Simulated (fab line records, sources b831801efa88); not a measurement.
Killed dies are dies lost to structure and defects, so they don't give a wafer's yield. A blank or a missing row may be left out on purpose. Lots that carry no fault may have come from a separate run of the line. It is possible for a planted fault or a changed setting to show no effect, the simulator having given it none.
fab line records -- flow sky130
record: lots: 4, wafers: 12, last-day: 50
route steps=708 shown SD_N@351 SALICIDE@361 LI_CONTACT@362 LOCAL_INTERCONNECT@387 PAD_OPEN@708
lots with no fault: from the same line, run without faults
start-h: hours from the record's first day to the start of the lot's first wafer shown -- wait-h: time in hours since the lot's previous step -- " unchanged from the row above -- L1.1+2: a single row standing in for several wafers -- - no value present, or no start provided -- * or withheld: withheld -- < > ~ a bound
route shown NAME@n: names a module that has steps shown in the file, with the first one's number in the route -- usual: mean/standard deviation taken from wafers without a fault -- same: alike in all rows -- chamber/n: place in a boat -- sites: the reading at each site -- _std_site: standard deviation of those values -- _edge_site: inner sites' mean taken away from outer sites' mean -- radius-mm: for every site, how far away it sits from the centre of the wafer -- mask NAME#n: copy n -- behind: tool/chamber where the wafer was last shaped -- hold: why the lot went on hold/how many hours it stayed there/how the hold came to an end -- device: the transistor (n, p or np) that didn't switch -- end of line: the same wafers' tests at the end of the route -- a step given without rows: its recipe and nothing more -- killed: dies that structure and defects cost at the first sort, which is not the same as the wafer's yield -- map: the dies of a wafer, with x for killed, . for not killed, _ for no die there
set.NAME: the setting the step ran with; set.NAME@STEP: the setting that earlier step ran with -- model.NAME: the simulator's own value behind a step, which no gauge read
lots at some steps of the route; a table a step, a row a wafer
services: the hour from which a tool's chamber was out of use, counted from the record's first day as start-h (under 0 if before that day), plus the number of hours and why
== steps ==
step: SKY_SD_N_IMPLANT_09
recipe: species: As, energy-kev: 50, dose-cm2: 4e+15, tilt-deg: 0
step: SKY_SD_N_IMPLANT_10
recipe: species: P, energy-kev: 20, dose-cm2: 1e+14, tilt-deg: 0
step: SKY_SD_N_STRIP_11
recipe: chemistry: O2/N2, power-w: 1400, pressure-mtorr: 1500, platen-temp-c: withheld, o2-flow-sccm: 3000, n2-flow-sccm: 300, overash-fraction: 0.5
step: SKY_SD_N_CLEAN_13
recipe: chemistry: SC1/SC2, mix: 1:4:20, temp-c: 70, time-s: 150, dry: n2-spin
step: SKY_SD_N_RTA_14
recipe: temp-c: 1075, time-s: 2, idle-temp-c: 650, ramp-up-c-per-s: 150, ramp-down-c-per-s: 90, ambient: N2
step: SKY_SALICIDE_CLEAN_00
recipe: chemistry: HF-last, time-s: 30, dilution: 100:1, dry: ipa-marangoni
step: SKY_LI_CONTACT_HDPCVD_00
recipe: material: PSG, target-thk-nm: 930, sigma-open-frac: 0.3, time-s: 155, temp-c: 600, sih4-flow-sccm: 60, pressure-mtorr: 6
lot.wafer,tool,chamber,start-h,wait-h,model.PSG_of_LI_CONTACT_HDPCVD_00.thk-nm
L400.2,hdpcvd-01,0,682.10,0.0,941.5
L400.4,hdpcvd-01,1,682.10,0.0,932.2
L400.5,hdpcvd-01,2,682.10,0.0,936.1
L408.2,hdpcvd-01,2,739.42,0.0,459.6
L408.4,hdpcvd-01,2,739.42,0.0,469.4
L408.5,hdpcvd-01,1,739.42,0.0,467.2
L409.1,hdpcvd-01,0,751.01,0.0,490
L409.4,hdpcvd-01,2,751.01,0.0,466.6
L409.6,hdpcvd-01,1,751.01,0.0,489
L419.3,hdpcvd-02,2,827.75,0.0,927.8
L419.5,hdpcvd-02,1,827.75,0.0,943.1
L419.6,hdpcvd-02,2,827.75,0.0,936.1
step: SKY_LI_CONTACT_THK_MEAS_01
recipe: reads: PSG_of_LI_CONTACT_HDPCVD_00
usual: LI_CONTACT_HDPCVD_THK: 935/10
lot.wafer,tool,chamber,start-h,wait-h,LI_CONTACT_HDPCVD_THK[nm]
L400.2,film-metro-01,-,682.22,0.1,942
L400.4,film-metro-01,-,682.22,0.1,933
L400.5,film-metro-01,-,682.22,0.1,937
L408.2,film-metro-01,-,739.54,0.1,459
L408.4,film-metro-01,-,739.54,0.1,469
L408.5,film-metro-01,-,739.54,0.1,467
L409.1,film-metro-01,-,751.11,0.1,490
L409.4,film-metro-01,-,751.11,0.1,466
L409.6,film-metro-01,-,751.11,0.1,489
L419.3,film-metro-04,-,827.88,0.1,928
L419.5,film-metro-04,-,827.88,0.1,943
L419.6,film-metro-04,-,827.88,0.1,936
step: SKY_LI_CONTACT_CMP_02
recipe: material: PSG, down-force-psi: 4, platen-rpm: 60, pad-velocity-m-s: 0.94248
step: SKY_LI_CONTACT_DEHYDRATE_04
recipe: temp-c: 200, time-s: 60
step: SKY_LI_CONTACT_HMDS_05
recipe: prime-time-s: 60, prime-temp-c: 120
step: SKY_LI_CONTACT_COAT_06
recipe: resist: BARC, temp-c: withheld, time-s: withheld, spin-rpm: 3000, resist-thk-nm: 60
step: SKY_LI_CONTACT_COAT_07
recipe: resist: KrF-thick, spin-rpm: 3000, resist-thk-nm: 450
step: SKY_LI_CONTACT_SOFTBAKE_08
recipe: temp-c: 100, time-s: 90, resist: KrF-thick
step: SKY_LI_CONTACT_EXPOSE_09
recipe: mask-id: LICM1, na: 0.8, source-shape: annular, sigma-inner: 0.55, sigma-outer: 0.85, target-cd-nm: 170, dose-mj: 38
step: SKY_LI_CONTACT_PEB_10
recipe: peb-temp-c: withheld, peb-time-s: withheld, resist: KrF-thick
step: SKY_LI_CONTACT_DEVELOP_11
recipe: develop-time-s: 60, resist: KrF-thick, dev-temp-c: 21
step: SKY_LI_CONTACT_ETCH_14
recipe: chemistry: N2/H2, target: BARC, ion-energy-ev: 200, source-w: 500, bias-w: 100, pressure-mtorr: 30, n2-flow-sccm: 100, h2-flow-sccm: 200, stop-on: SiO2, time-s: 45.9, target-depth-a: 600
step: SKY_LI_CONTACT_ETCH_15
recipe: target: PSG, chemistry: C4F8/O2/Ar, stop-on: Si, taper-deg: 4.15, mask-material: KrF-thick, source-w: 1500, bias-w: 1200, pressure-mtorr: 40, c4f8-flow-sccm: withheld, O2_flow_sccm: 6, Ar_flow_sccm: 300, time-s: withheld, target-depth-a: 6000
usual: oes-product-au: 0.836/0.0046
lot.wafer,tool,chamber,start-h,wait-h,oes-product-au,model.LI_CONTACT.feature-depth-nm,model.etch.depth-nm
L400.2,rie-diel-02,2,710.46,0.0,0.829,598.5,598.5
L400.4,rie-diel-02,2,710.46,0.0,0.837,595.8,595.8
L400.5,rie-diel-02,1,710.46,0.0,0.837,598.3,598.3
L408.2,rie-diel-04,0,767.84,0.0,0.737,459.6,459.6
L408.4,rie-diel-04,3,767.84,0.0,0.730,469.4,469.4
L408.5,rie-diel-04,0,767.84,0.0,0.731,467.2,467.2
L409.1,rie-diel-02,1,778.66,0.0,0.752,490,490
L409.4,rie-diel-02,2,778.66,0.0,0.735,466.6,466.6
L409.6,rie-diel-02,0,778.66,0.0,0.751,489,489
L419.3,rie-diel-04,0,854.71,0.0,0.837,598.6,598.6
L419.5,rie-diel-04,2,854.71,0.0,0.837,594.4,594.4
L419.6,rie-diel-04,1,854.71,0.0,0.837,598.1,598.1
step: SKY_LI_CONTACT_STRIP_16
recipe: chemistry: O2/N2, power-w: 1400, pressure-mtorr: 1500, platen-temp-c: withheld, o2-flow-sccm: 3000, n2-flow-sccm: 300, overash-fraction: 0.5
step: SKY_LI_CONTACT_CLEAN_17
recipe: chemistry: NMP, time-s: 600, temp-c: 60, dry: n2-spin
step: SKY_LI_CONTACT_PRE_CLEAN_18
recipe: gas: Ar, time-s: 5.6, bias-v: 358
step: SKY_LI_CONTACT_SPUTTER_19
recipe: material: Ti, target-thk-nm: 20, chamber-pressure-pa: 5, power-w: 2500, substrate-temp-c: 200, time-s: 106.37
step: SKY_LI_CONTACT_SPUTTER_20
recipe: material: TiN, target-thk-nm: 20, chamber-pressure-pa: 5, power-w: 4000, time-s: 80
step: SKY_LI_CONTACT_CVD_21
recipe: material: W, target-thk-nm: 400, time-s: 120.56, temp-c: 400, pressure-torr: 40
step: SKY_LI_CONTACT_CMP_24
recipe: stop-on: PSG, t-overpolish-s: 20, down-force-psi: 3.5, platen-rpm: 60, target-thk-nm: 0, pad-velocity-m-s: 0.94248
usual: motor-current-A: 10.7/0.99, overpolish-run-s: 19.998/0.0086, time-to-endpoint-s: 94/4.1
lot.wafer,tool,chamber,start-h,wait-h,motor-current-A,overpolish-run-s,time-to-endpoint-s,model.PSG_of_LI_CONTACT_HDPCVD_00.thk-nm
L400.4,cmp-01,0,711.46,0.0,10.2,19.988,96,586.3
L400.2,cmp-01,2,711.46,0.0,11.3,19.996,95,589
L400.5,cmp-01,0,711.46,0.0,9.9,19.991,96,588.8
L408.2,cmp-01,2,768.73,0.1,10.9,20.016,89,450.1
L408.4,cmp-01,0,768.73,0.1,10.4,20.003,93,459.9
L408.5,cmp-01,2,768.73,0.1,11.6,20.010,90,457.7
L409.4,cmp-01,0,779.49,0.0,10.7,19.999,95,457.2
L409.1,cmp-01,1,779.49,0.0,10.6,20.010,95,480.5
L409.6,cmp-01,1,779.49,0.0,11.4,20.005,96,479.5
L419.3,cmp-01,0,855.54,0.0,10.4,19.990,94,589.1
L419.5,cmp-01,0,855.54,0.0,10.8,20.002,95,584.9
L419.6,cmp-01,1,855.54,0.0,10.5,19.997,98,588.7
step: SKY_LOCAL_INTERCONNECT_SPUTTER_00
recipe: material: TiN, target-thk-nm: 100, temp-c: 300, power-w: 6500, time-s: 83.3, chamber-pressure-pa: 0.4
step: SKY_PAD_OPEN_PROBE_99
usual: killed_at_M0_to_M3: 44/7.2, killed_at_M4_up: 3.4/2.1, killed-at-contacts: 24/5.5, killed-at-front-end: 15/4.6, killed-at-other: 0.4/0.64, killed-dies: 86/9.1, killed-open: 47/7.5, killed-short: 39/5.8
same: gross-dies: 492, killed-at-back-side: 0
lot.wafer,tool,chamber,start-h,wait-h,killed_at_M0_to_M3,killed_at_M4_up,killed-at-contacts,killed-at-front-end,killed-at-other,killed-dies,killed-open,killed-short,model.etest.cap-li-to-poly.c-af-um2,model.etest.licon-pdiff.rc-ohm,model.etest.nfet-g5v0d10v5.r-on-ohm-um,model.etest.licon-high-po.rc-ohm,model.etest.nfet_01v8.r-on-ohm-um,model.etest.licon-ndiff.rc-ohm,model.etest.sonos-uncharged.r-on-ohm-um,model.etest.licon-poly.rc-ohm
L400.2,prober-01,-,1101.06,0.1,41,3,38,10,0,92,57,35,99.32,615.4,1899,342,839,187.4,828.7,155.8
L400.4,prober-01,-,1101.16,0.2,40,1,26,8,0,75,52,23,98.44,607.4,1909,356.3,849.5,185,832.5,146.1
L400.5,prober-01,-,1101.21,0.2,35,5,32,12,0,84,49,35,99.01,575.5,1881,329.8,842.4,186.9,816.7,148
L408.2,prober-02,-,1144.27,0.1,45,0,18,13,0,76,37,39,162.6,526.7,1818,330.5,802.5,156.2,784.9,134.1
L408.4,prober-02,-,1144.37,0.2,38,0,21,12,1,72,43,29,155.6,522.2,1821,329.5,823,161.1,800.6,141.7
L408.5,prober-02,-,1144.42,0.2,50,1,28,12,1,92,46,46,157,532,1842,322.6,835,158.6,811.8,138
L409.1,prober-02,-,1150.81,0.1,60,2,16,15,0,93,49,44,140.4,541.6,1846,311.9,818.1,168,792.4,131.6
L409.4,prober-02,-,1150.96,0.2,49,1,28,23,1,102,63,39,152.6,523.4,1842,315.9,831,163.1,800.3,135.1
L409.6,prober-02,-,1151.06,0.2,48,5,16,12,0,81,42,39,143.5,524.1,1846,324.7,820.6,155.2,803.4,138.3
L419.3,prober-01,-,1199.61,0.2,44,4,30,20,0,98,51,47,99.59,579.7,1898,348.9,849.6,176.1,809.5,149.3
L419.5,prober-01,-,1199.71,0.2,41,6,23,21,1,92,41,50,97.8,595,1920,360.6,859.5,184.7,821.1,151.9
L419.6,prober-01,-,1199.76,0.2,36,0,31,18,0,85,47,38,97.46,606.5,1907,355.4,834.2,183.8,821.8,155.3
killed by level:class
L400.2 LI_CONTACT:geometric-particle:open=18 CONTACT:geometric-particle:open=9 VIA2:geometric-particle:open=9 METAL2:geometric-particle:short=8 VIA1:geometric-particle:open=7 LOCAL_INTERCONNECT:geometric-particle:short=5 VIA1:geometric-particle:short=5 CONTACT:geometric-particle:short=4
L400.4 VIA1:geometric-particle:open=11 LI_CONTACT:geometric-particle:open=8 VIA2:geometric-particle:open=8 CONTACT:geometric-particle:open=7 VIA3:geometric-particle:open=7 VIA1:geometric-particle:short=4 LOCAL_INTERCONNECT:geometric-particle:short=4 CONTACT:geometric-particle:short=3
L400.5 CONTACT:geometric-particle:open=12 VIA1:geometric-particle:open=11 LI_CONTACT:geometric-particle:open=10 VIA3:geometric-particle:open=6 METAL4:geometric-particle:short=5 LI_CONTACT:geometric-particle:short=4 METAL2:geometric-particle:short=4 METAL1:geometric-particle:short=4
L408.2 VIA2:geometric-particle:open=10 METAL1:geometric-particle:short=7 LOCAL_INTERCONNECT:geometric-particle:short=6 VIA1:geometric-particle:open=6 POLY_GATE:geometric-particle:short=5 LI_CONTACT:geometric-particle:open=5 METAL3:geometric-particle:short=5 CONTACT:geometric-particle:open=4
L408.4 VIA1:geometric-particle:open=11 LI_CONTACT:geometric-particle:open=8 FIELD_ISO:geometric-particle:open=5 CONTACT:geometric-particle:open=5 VIA3:geometric-particle:open=5 VIA3:geometric-particle:short=5 VIA1:geometric-particle:short=4 METAL1:geometric-particle:short=4
L408.5 VIA1:geometric-particle:open=15 CONTACT:geometric-particle:open=10 VIA1:geometric-particle:short=9 LI_CONTACT:geometric-particle:open=8 METAL1:geometric-particle:short=7 METAL2:geometric-particle:short=7 LOCAL_INTERCONNECT:geometric-particle:short=6 POLY_GATE:geometric-particle:short=5
L409.1 VIA1:geometric-particle:open=13 VIA2:geometric-particle:open=8 METAL2:geometric-particle:short=7 VIA3:geometric-particle:open=7 VIA1:geometric-particle:short=6 LOCAL_INTERCONNECT:geometric-particle:short=5 CONTACT:geometric-particle:open=5 METAL1:geometric-particle:short=5
L409.4 VIA1:geometric-particle:open=12 CONTACT:geometric-particle:open=12 VIA3:geometric-particle:open=8 VIA1:geometric-particle:short=8 VIA2:geometric-particle:open=8 FIELD_ISO:geometric-particle:open=5 LI_CONTACT:geometric-particle:open=5 LOCAL_INTERCONNECT:geometric-particle:short=5
L409.6 METAL2:geometric-particle:short=11 VIA1:geometric-particle:open=8 VIA2:geometric-particle:open=8 VIA3:geometric-particle:open=6 CONTACT:geometric-particle:open=6 FIELD_ISO:geometric-particle:short=4 METAL1:geometric-particle:short=4 POLY_GATE:geometric-particle:short=3
L419.3 LI_CONTACT:geometric-particle:open=9 VIA1:geometric-particle:open=9 VIA1:geometric-particle:short=9 CONTACT:geometric-particle:open=7 POLY_GATE:geometric-particle:short=6 CONTACT:geometric-particle:short=6 VIA3:geometric-particle:open=6 FIELD_ISO:geometric-particle:short=4
L419.5 VIA1:geometric-particle:open=7 LI_CONTACT:geometric-particle:open=7 VIA2:geometric-particle:open=7 FIELD_ISO:geometric-particle:short=6 LI_CONTACT:geometric-particle:short=5 CONTACT:geometric-particle:short=5 METAL1:geometric-particle:short=5 FIELD_ISO:geometric-particle:open=4
L419.6 LI_CONTACT:geometric-particle:open=10 VIA1:geometric-particle:open=8 CONTACT:geometric-particle:open=7 LI_CONTACT:geometric-particle:short=5 CONTACT:geometric-particle:short=5 VIA3:geometric-particle:open=5 FIELD_ISO:geometric-particle:open=4 FIELD_ISO:geometric-particle:short=4
== services ==
tool,chamber,start-h,hours,kind
rie-diel-04,0,663.37,5.6,repair
rie-diel-04,-,664.86,0.2,repair
hdpcvd-02,0,665.75,-,clean
hdpcvd-02,1,665.75,-,clean
hdpcvd-02,2,665.75,-,clean
rie-diel-04,1,668.17,1.3,repair
rie-diel-04,2,694.98,-,clean
rie-diel-04,2,694.98,12.7,scheduled-down
rie-diel-04,2,694.98,12.7,vent-cycle
rie-diel-02,3,703.16,-,clean
rie-diel-02,3,703.16,14.3,scheduled-down
rie-diel-02,3,703.16,14.3,vent-cycle
rie-diel-04,0,713.98,2.6,repair
rie-diel-02,2,717.04,16.7,repair
rie-diel-02,-,727.37,2.8,pm
hdpcvd-02,-,736.89,0.7,repair
hdpcvd-01,-,829.14,14.6,pm
== key ==
first-sign: step: SKY_LI_CONTACT_THK_MEAS_01, reading: LI_CONTACT_HDPCVD_THK, direction: down, sigmas: 45, usual: 935, struck: 474
effect: step: SKY_LI_CONTACT_ETCH_15, reading: oes-product-au, direction: down, sigmas: 21, usual: 0.836, struck: 0.739
model-effect: step: SKY_LI_CONTACT_HDPCVD_00, value: PSG_of_LI_CONTACT_HDPCVD_00.thk-nm, without: 927.3, struck: 473.6
model-effect: step: SKY_LI_CONTACT_ETCH_15, value: LI_CONTACT.feature-depth-nm, without: 597.3, struck: 473.6
model-effect: step: SKY_LI_CONTACT_CMP_24, value: PSG_of_LI_CONTACT_HDPCVD_00.thk-nm, without: 587.8, struck: 464.2
model-effect: step: SKY_PAD_OPEN_PROBE_99, value: etest.cap-li-to-poly.c-af-um2, without: 98.1, struck: 151.9
met-at SKY_LI_CONTACT_HDPCVD_00
struck-wafers L408.2,L408.4,L408.5,L409.1,L409.4,L409.6
tester-left-out L408,L409
onset-between 682.10 739.42
fault: kind: process-parameter-drift, tool: hdpcvd-01, chamber: -, onset-h: 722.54, steps: SKY_LI_CONTACT_HDPCVD_00, channel: target-thk-nm, offset: -453.65, shape: step, end-h: 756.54, acts-in: these-recipes-only, stated: 930
tester-left-out: of these lots the tester's yield and bins aren't shown, on N5 and GAA mostly nor the transistor test; their killed dies are dies lost to structure and defects alone, not to doping, threshold or leakage, so they don't give the yield
